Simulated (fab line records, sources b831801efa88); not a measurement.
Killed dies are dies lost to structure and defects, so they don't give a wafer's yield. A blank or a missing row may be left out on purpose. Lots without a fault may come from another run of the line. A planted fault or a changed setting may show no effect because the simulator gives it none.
One fault seen from 2 desks | flow sky130 | each desk has only its own numbers; what lay behind them comes last

THE METROLOGY DESK
What the gauges read, lot by lot, whatever tool the lot ran on: means of the sampled wafers that have a number. A lot is out of limits, marked OUT, if its mean lies more than 4 standard deviations from the usual mean; the brackets give that distance.
Columns: A = VIA3_HDPCVD_THK at SKY_VIA3_THK_MEAS_01, usual 1628 nm
lot  | first seen here | A
L903 | day 39 15:58    | 1613
L904 | day 39 22:29    | 1639
L905 | day 40 08:13    | 1648
L907 | day 40 14:46    | 1619
L908 | day 41 00:43    | 1653
L909 | day 41 08:28    | 1631
L911 | day 41 12:52    | 1614
L912 | day 41 22:20    | 1307 (-19) OUT
L913 | day 42 08:29    | 1497 (-7.7) OUT
L915 | day 42 19:49    | 1491 (-8.1) OUT
L922 | day 44 21:48    | 1634
L923 | day 45 01:40    | 1625
This desk's finding: out of limits on L912, L913, L915; first on L912, day 41 22:20 (VIA3_HDPCVD_THK at SKY_VIA3_THK_MEAS_01). In limits: L903, L904, L905, L907, L908, L909, L911, L922, L923.

THE TOOL OWNER'S DESK: hdpcvd-01
The tool's own readings at SKY_VIA3_HDPCVD_00 (deposits SiO2, target thk 1635 nm, time 272.5 s): means of the sampled wafers that have a number, for each lot that ran on this tool. A lot is out of limits, marked OUT, if its mean lies more than 4 standard deviations from the usual mean; the brackets give that distance.
Columns: A = run_length_s at SKY_VIA3_HDPCVD_00, usual 300.6 s
lot  | first seen here | A
L903 | day 39 15:49    | 301.0
L909 | day 41 08:16    | 300.8
L911 | day 41 12:42    | 300.7
L912 | day 41 22:08    | 251.8 (-76) OUT
L913 | day 42 08:19    | 276.1 (-38) OUT
L915 | day 42 19:39    | 277.0 (-37) OUT
This desk's finding: out of limits on L912, L913, L915; first on L912, day 41 22:08 (run_length_s at SKY_VIA3_HDPCVD_00). In limits: L903, L909, L911.

PUT TOGETHER
The tool owner's desk could have raised an alarm at day 41 22:08, on L912, L913, L915.
The metrology desk could have raised an alarm at day 41 22:20, on L912, L913, L915.
Of the lots named, all ran SKY_VIA3_HDPCVD_00 on hdpcvd-01.

WHAT THE SIMULATOR HAD PUT IN
Process parameter drift: hdpcvd-01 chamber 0, from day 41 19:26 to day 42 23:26, at SKY_VIA3_HDPCVD_00. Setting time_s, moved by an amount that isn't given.
Lots struck among those shown: L912, L913, L915.
Hours from the fault's start to each desk's first reading out of limits: the tool owner's desk, 3; the metrology desk, 3.
